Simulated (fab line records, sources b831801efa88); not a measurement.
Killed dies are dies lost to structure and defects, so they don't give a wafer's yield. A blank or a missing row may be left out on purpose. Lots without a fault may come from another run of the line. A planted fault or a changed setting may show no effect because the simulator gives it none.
Which tool did it? | flow sky130 | 24 lots, 72 wafers sampled, at 6 steps of a route of 708

WHAT THE GAUGES READ, wafer by wafer
SKY_VIA4_OVL_MEAS_11.
lot  | measured     | on         | VIA4_OVL (nm)
L074 | day 43 06:43 | overlay-01 | 0.1 2.2 1.6
L075 | day 43 09:18 | overlay-01 | -1.4 -1.6 -2.4
L076 | day 43 16:29 | overlay-02 | -2.2 -0.9 -0.4
L077 | day 44 07:11 | overlay-02 | 0.4 0.1 0.3
L079 | day 44 15:29 | overlay-02 | -2.9 -2.0 -1.5
L078 | day 44 16:08 | overlay-02 | -0.2 0.3 0.4
L080 | day 44 16:48 | overlay-01 | 1.6 1.2 -0.2
L081 | day 45 16:24 | overlay-01 | -1.4 -1.6 -1.2
L083 | day 45 21:22 | overlay-01 | 1.3 -1.4 0.4
L082 | day 45 23:23 | overlay-02 | -0.5 -2.1 -1.1
L084 | day 46 01:53 | overlay-01 | 0.7 -0.8 -1.7
L085 | day 46 11:32 | overlay-01 | -0.6 -1.0 -0.5
L086 | day 46 16:29 | overlay-01 | 1.3 0.1 1.6
L088 | day 47 08:19 | overlay-01 | -1.2 -3.0 0.2
L087 | day 47 09:25 | overlay-02 | 0.6 0.2 -1.4
L090 | day 47 10:04 | overlay-01 | -1.4 -2.6 -1.0
L089 | day 47 10:52 | overlay-01 | -2.1 -1.1 -0.4
L091 | day 47 15:06 | overlay-01 | 0.6 1.1 1.8
L092 | day 47 18:59 | overlay-01 | -2.0 -1.7 -1.4
L093 | day 48 02:53 | overlay-02 | 1.8 -0.9 0.0
L094 | day 48 05:35 | overlay-02 | -0.2 -2.5 0.3
L095 | day 48 09:49 | overlay-02 | 0.4 -0.6 0.9
L096 | day 48 16:21 | overlay-02 | 0.0 0.4 2.0
L097 | day 48 18:46 | overlay-02 | -0.2 -1.2 -1.4

SKY_METAL5_RS_MEAS_05: measures by four-point-probe.
lot  | measured     | on            | METAL5_ALCU_RS (ohm/sq)
L074 | day 43 08:18 | film_metro-01 | 0.02678 0.02673 0.02671
L075 | day 43 10:53 | film_metro-04 | 0.02712 0.02681 0.02669
L076 | day 43 18:11 | film_metro-01 | 0.02681 0.02706 0.02694
L077 | day 44 08:50 | film_metro-01 | 0.0274 0.0273 0.02728
L079 | day 44 17:04 | film_metro-02 | 0.02697 0.02685 0.0271
L078 | day 44 17:43 | film_metro-01 | 0.02723 0.02693 0.02695
L080 | day 44 18:26 | film_metro-02 | 0.02674 0.02691 0.0269
L081 | day 45 18:04 | film_metro-02 | 0.02733 0.02682 0.02723
L083 | day 45 23:19 | film_metro-01 | 0.02703 0.02713 0.02714
L082 | day 46 00:57 | film_metro-02 | 0.02711 0.02735 0.0271
L084 | day 46 03:28 | film_metro-04 | 0.02711 0.02723 0.02715
L085 | day 46 13:07 | film_metro-02 | 0.02668 0.02683 0.02671
L086 | day 46 18:03 | film_metro-02 | 0.02697 0.02693 0.02702
L088 | day 47 09:57 | film_metro-01 | 0.02723 0.02718 0.02705
L087 | day 47 11:08 | film_metro-01 | 0.02693 0.0268 0.02687
L090 | day 47 11:47 | film_metro-04 | 0.02718 0.02737 0.02728
L089 | day 47 12:34 | film_metro-04 | 0.02698 0.02731 0.02731
L091 | day 47 16:43 | film_metro-01 | 0.02668 0.02676 0.02661
L092 | day 47 20:40 | film_metro-04 | 0.02711 0.02701 0.02724
L093 | day 48 04:28 | film_metro-04 | 0.02726 0.02718 0.0271
L094 | day 48 07:10 | film_metro-01 | 0.02751 0.02763 0.02726
L095 | day 48 11:23 | film_metro-02 | 0.02714 0.02744 0.02735
L096 | day 48 17:56 | film_metro-01 | 0.0267 0.0266 0.02645
L097 | day 48 20:20 | film_metro-04 | 0.02709 0.02723 0.02727

WHICH TOOL RAN EACH LOT (tool, then ch and the chambers of the sampled wafers, then the start)
lot  | SKY_VIA2_CMP_24               | SKY_VIA3_CMP_02               | SKY_METAL4_DESCUM_15              | SKY_METAL5_SPUTTER_02
L074 | cmp-01 ch 0,2,3, day 36 20:32 | cmp-01 ch 1,2,3, day 39 02:21 | rie_metal-04 ch 0, day 42 05:53   | pvd_sputter-01, day 43 08:10
L075 | cmp-02 ch 0,1,3, day 36 20:42 | cmp-01 ch 0,1,2, day 39 02:54 | rie_metal-03 ch 0,1, day 42 08:08 | pvd_sputter-01, day 43 10:45
L076 | cmp-02 ch 0,2,3, day 37 08:58 | cmp-01 ch 1,2, day 39 13:10   | rie_metal-02 ch 0,1, day 42 16:04 | pvd_sputter-01, day 43 18:04
L077 | cmp-01 ch 1,2,3, day 38 00:46 | cmp-02 ch 1,3, day 40 05:34   | rie_metal-04 ch 0, day 43 07:14   | pvd_sputter-04, day 44 08:42
L079 | cmp-01 ch 0,1,3, day 38 09:41 | cmp-02 ch 0,1,3, day 40 14:06 | rie_metal-02 ch 0,1, day 43 15:07 | pvd_sputter-03, day 44 16:56
L078 | cmp-01 ch 0,2,3, day 38 10:26 | cmp-02 ch 0,1,2, day 40 14:24 | rie_metal-04 ch 0,1, day 43 16:07 | pvd_sputter-03, day 44 17:35
L080 | cmp-02 ch 0,1, day 38 10:51   | cmp-01 ch 1,2, day 40 15:11   | rie_metal-02 ch 0,1, day 43 17:00 | pvd_sputter-01, day 44 18:16
L081 | cmp-02 ch 0,1,3, day 39 13:11 | cmp-01 ch 0,1,3, day 41 16:47 | rie_metal-04 ch 0,1, day 44 17:17 | pvd_sputter-04, day 45 17:55
L083 | cmp-01 ch 1,2, day 39 18:59   | cmp-02 ch 2,3, day 41 22:40   | rie_metal-03 ch 1, day 44 22:26   | pvd_sputter-04, day 45 23:12
L082 | cmp-02 ch 0,1,2, day 39 23:05 | cmp-02 ch 0,2,3, day 42 02:05 | rie_metal-03 ch 0,1, day 45 00:50 | pvd_sputter-04, day 46 00:50
L084 | cmp-01 ch 0,2,3, day 40 03:17 | cmp-01 ch 0,1,3, day 42 04:52 | rie_metal-04 ch 0,1, day 45 03:28 | pvd_sputter-01, day 46 03:21
L085 | cmp-02 ch 0,1,3, day 40 13:36 | cmp-02 ch 0,1,3, day 42 15:18 | rie_metal-02 ch 0,1, day 45 13:41 | pvd_sputter-03, day 46 12:59
L086 | cmp-01 ch 0,1,3, day 40 19:21 | cmp-01 ch 1,2,3, day 42 21:44 | rie_metal-02 ch 0,1, day 45 18:35 | pvd_sputter-04, day 46 17:56
L088 | cmp-01 ch 0,2,3, day 41 11:51 | cmp-02 ch 1,2, day 43 13:17   | rie_metal-03 ch 0,1, day 46 10:26 | pvd_sputter-01, day 47 09:50
L087 | cmp-02 ch 1,2,3, day 41 12:57 | cmp-01 ch 0,2, day 43 15:01   | rie_metal-02 ch 0,1, day 46 11:23 | pvd_sputter-03, day 47 10:59
L090 | cmp-02 ch 1,2, day 41 14:34   | cmp-02 ch 0,1,2, day 43 15:55 | rie_metal-03 ch 0,1, day 46 11:50 | pvd_sputter-01, day 47 11:37
L089 | cmp-01 ch 0,2,3, day 41 15:59 | cmp-02 ch 0,3, day 43 16:41   | rie_metal-03 ch 0,1, day 46 12:40 | pvd_sputter-03, day 47 12:26
L091 | cmp-01 ch 0,3, day 41 20:05   | cmp-01 ch 1,3, day 43 21:29   | rie_metal-04 ch 0,1, day 46 17:23 | pvd_sputter-04, day 47 16:33
L092 | cmp-02 ch 0,2, day 41 23:46   | cmp-02 ch 0,1, day 44 00:56   | rie_metal-03 ch 0,1, day 46 21:08 | pvd_sputter-01, day 47 20:32
L093 | cmp-01 ch 2,3, day 42 12:23   | cmp-02 ch 0,3, day 44 11:44   | rie_metal-03 ch 0,1, day 47 05:35 | pvd_sputter-04, day 48 04:19
L094 | cmp-01 ch 0,1,2, day 42 13:35 | cmp-02 ch 0,1,2, day 44 14:25 | rie_metal-04 ch 0,1, day 47 08:27 | pvd_sputter-04, day 48 07:01
L095 | cmp-01 ch 1,2,3, day 42 18:53 | cmp-01 ch 0,1, day 44 19:27   | rie_metal-02 ch 0,1, day 47 12:49 | pvd_sputter-03, day 48 11:16
L096 | cmp-01 ch 0,2, day 43 03:59   | cmp-01 ch 0,3, day 45 02:43   | rie_metal-03 ch 1, day 47 19:34   | pvd_sputter-03, day 48 17:47
L097 | cmp-02 ch 0,2,3, day 43 06:59 | cmp-01 ch 1,2,3, day 45 05:40 | rie_metal-04 ch 0,1, day 47 21:59 | pvd_sputter-01, day 48 20:13
- SKY_VIA2_CMP_24: polishes, stops on SiO2, t overpolish 20 s, target thk 0 nm.
- SKY_VIA3_CMP_02: polishes SiO2.
- SKY_METAL4_DESCUM_15: chemistry O2, time 8 s.
- SKY_METAL5_SPUTTER_02: material AlCu, target thk 1150 nm, time 61.2 s.

WHAT THE TOOLS THEMSELVES READ (means of the sampled wafers that have a number; where no wafer has one, the mark that the record gives instead)
SKY_VIA2_CMP_24.
lot  | tool   | motor_current_A (A) | overpolish_run_s (s) | time_to_endpoint_s (s)
L074 | cmp-01 | 11.8                | 20.008               | 105
L075 | cmp-02 | 10.6                | 20.001               | 98
L076 | cmp-02 | 10.6                | 20.000               | 97
L077 | cmp-01 | 11.7                | 20.001               | 106
L079 | cmp-01 | 10.9                | 20.003               | 101
L078 | cmp-01 | 12.1                | 20.003               | 103
L080 | cmp-02 | 11.2                | 20.002               | 98
L081 | cmp-02 | 10.8                | 19.991               | 96
L083 | cmp-01 | 12.2                | 19.996               | 101
L082 | cmp-02 | 10.6                | 20.002               | 94
L084 | cmp-01 | 11.5                | 20.002               | 102
L085 | cmp-02 | 10.9                | 20.004               | 100
L086 | cmp-01 | 10.8                | 19.998               | 100
L088 | cmp-01 | 11.8                | 20.002               | 100
L087 | cmp-02 | 10.2                | 19.997               | 97
L090 | cmp-02 | 10.3                | 20.000               | 97
L089 | cmp-01 | 11.5                | 19.997               | 101
L091 | cmp-01 | 11.0                | 19.997               | 100
L092 | cmp-02 | 11.1                | 20.003               | 97
L093 | cmp-01 | 11.5                | 19.995               | 107
L094 | cmp-01 | 11.9                | 20.002               | 105
L095 | cmp-01 | 11.8                | 20.003               | 99
L096 | cmp-01 | 11.8                | 20.001               | 101
L097 | cmp-02 | 10.7                | 19.996               | 97

SKY_VIA3_CMP_02.
lot  | tool   | motor_current_A (A)
L074 | cmp-01 | 12.6
L075 | cmp-01 | 13.2
L076 | cmp-01 | 13.0
L077 | cmp-02 | 11.1
L079 | cmp-02 | 11.7
L078 | cmp-02 | 11.1
L080 | cmp-01 | 13.2
L081 | cmp-01 | 11.7
L083 | cmp-02 | 10.9
L082 | cmp-02 | 11.6
L084 | cmp-01 | 11.9
L085 | cmp-02 | 11.5
L086 | cmp-01 | 12.6
L088 | cmp-02 | 11.0
L087 | cmp-01 | 13.6
L090 | cmp-02 | 12.0
L089 | cmp-02 | 12.2
L091 | cmp-01 | 12.4
L092 | cmp-02 | 11.9
L093 | cmp-02 | 12.0
L094 | cmp-02 | 11.6
L095 | cmp-01 | 12.3
L096 | cmp-01 | 11.6
L097 | cmp-01 | 13.2

SKY_METAL4_DESCUM_15.
lot  | tool         | chamber_pressure_mTorr (mTorr) | drypump_motor_current_A (A) | oes_product_au (a.u.) | rf_fwd_power_W (W)
L074 | rie_metal-04 | 10.002                         | 5.8                         | 0.996                 | 148.0
L075 | rie_metal-03 | 9.993                          | 6.5                         | 1.004                 | 148.1
L076 | rie_metal-02 | 9.997                          | 5.6                         | 0.999                 | 146.8
L077 | rie_metal-04 | 10.006                         | 5.8                         | 1.000                 | 148.2
L079 | rie_metal-02 | 10.004                         | 5.7                         | 1.005                 | 147.5
L078 | rie_metal-04 | 9.995                          | 6.0                         | 0.992                 | 147.4
L080 | rie_metal-02 | 10.001                         | 5.3                         | 1.003                 | 147.0
L081 | rie_metal-04 | 10.002                         | 6.2                         | 1.004                 | 147.4
L083 | rie_metal-03 | 10.005                         | 6.6                         | 0.999                 | 147.7
L082 | rie_metal-03 | 10.003                         | 6.5                         | 1.015                 | 147.2
L084 | rie_metal-04 | 9.996                          | 6.2                         | 0.993                 | 147.4
L085 | rie_metal-02 | 10.006                         | 5.3                         | 1.007                 | 146.6
L086 | rie_metal-02 | 9.998                          | 5.6                         | 1.007                 | 147.2
L088 | rie_metal-03 | 10.001                         | 6.5                         | 1.010                 | 147.4
L087 | rie_metal-02 | 9.991                          | 5.3                         | 1.009                 | 146.9
L090 | rie_metal-03 | 9.998                          | 6.5                         | 0.996                 | 147.8
L089 | rie_metal-03 | 9.990                          | 6.5                         | 1.005                 | 148.0
L091 | rie_metal-04 | 9.996                          | 5.9                         | 0.997                 | 148.0
L092 | rie_metal-03 | 9.999                          | 6.5                         | 1.012                 | 148.0
L093 | rie_metal-03 | 10.006                         | 6.5                         | 1.014                 | 147.3
L094 | rie_metal-04 | 10.002                         | 6.0                         | 0.991                 | 147.7
L095 | rie_metal-02 | 9.996                          | 5.3                         | 1.009                 | 146.7
L096 | rie_metal-03 | 9.998                          | 6.6                         | 1.002                 | 147.4
L097 | rie_metal-04 | 10.003                         | 5.9                         | 1.001                 | 147.4

SKY_METAL5_SPUTTER_02.
lot  | tool           | chamber_pressure_pa (Pa) | throttle_valve_pct (%)
L074 | pvd_sputter-01 | 0.3997                   | 29.5
L075 | pvd_sputter-01 | 0.3999                   | 29.6
L076 | pvd_sputter-01 | 0.3998                   | 28.9
L077 | pvd_sputter-04 | 0.3997                   | 29.5
L079 | pvd_sputter-03 | 0.4001                   | 28.9
L078 | pvd_sputter-03 | 0.4000                   | 29.4
L080 | pvd_sputter-01 | 0.3998                   | 30.3
L081 | pvd_sputter-04 | 0.3987                   | 30.5
L083 | pvd_sputter-04 | 0.3993                   | 31.4
L082 | pvd_sputter-04 | 0.3994                   | 29.5
L084 | pvd_sputter-01 | 0.4002                   | 29.0
L085 | pvd_sputter-03 | 0.4000                   | 29.6
L086 | pvd_sputter-04 | 0.4003                   | 30.4
L088 | pvd_sputter-01 | 0.4005                   | 28.8
L087 | pvd_sputter-03 | 0.3990                   | 29.7
L090 | pvd_sputter-01 | 0.4000                   | 28.5
L089 | pvd_sputter-03 | 0.4000                   | 29.5
L091 | pvd_sputter-04 | 0.3999                   | 30.5
L092 | pvd_sputter-01 | 0.4002                   | 28.5
L093 | pvd_sputter-04 | 0.3999                   | 30.3
L094 | pvd_sputter-04 | 0.4000                   | 30.3
L095 | pvd_sputter-03 | 0.3999                   | 29.7
L096 | pvd_sputter-03 | 0.3999                   | 29.6
L097 | pvd_sputter-01 | 0.4007                   | 29.3

THE ANSWER, worked out from the rows above alone
Rule: what is usual is taken from the lots themselves. Put in order of their means at a reading, lots are off if they are a third of the lots or fewer, leave a main group of 4 or more, and stand apart from it by a gap of 3 or more times the standard deviation of the main group's means; of several such gaps the widest counts. A main group whose means are all the same, to the digits that the tables above print for the reading, isn't used. A lot without any number at a reading at which 4 lots or more have one is off too. The other lots that the step has rows for count as sound. The gauges are gone through in route order, then the tools' own readings, and for those a lot's mean is taken as printed above. The first step at which some lot is off is used, and at that step the reading that is off furthest; a lot without a number counts as furthest.
No lot is off at any reading shown: from this, nothing can be told.

WHAT THE SIMULATOR HAD PUT IN
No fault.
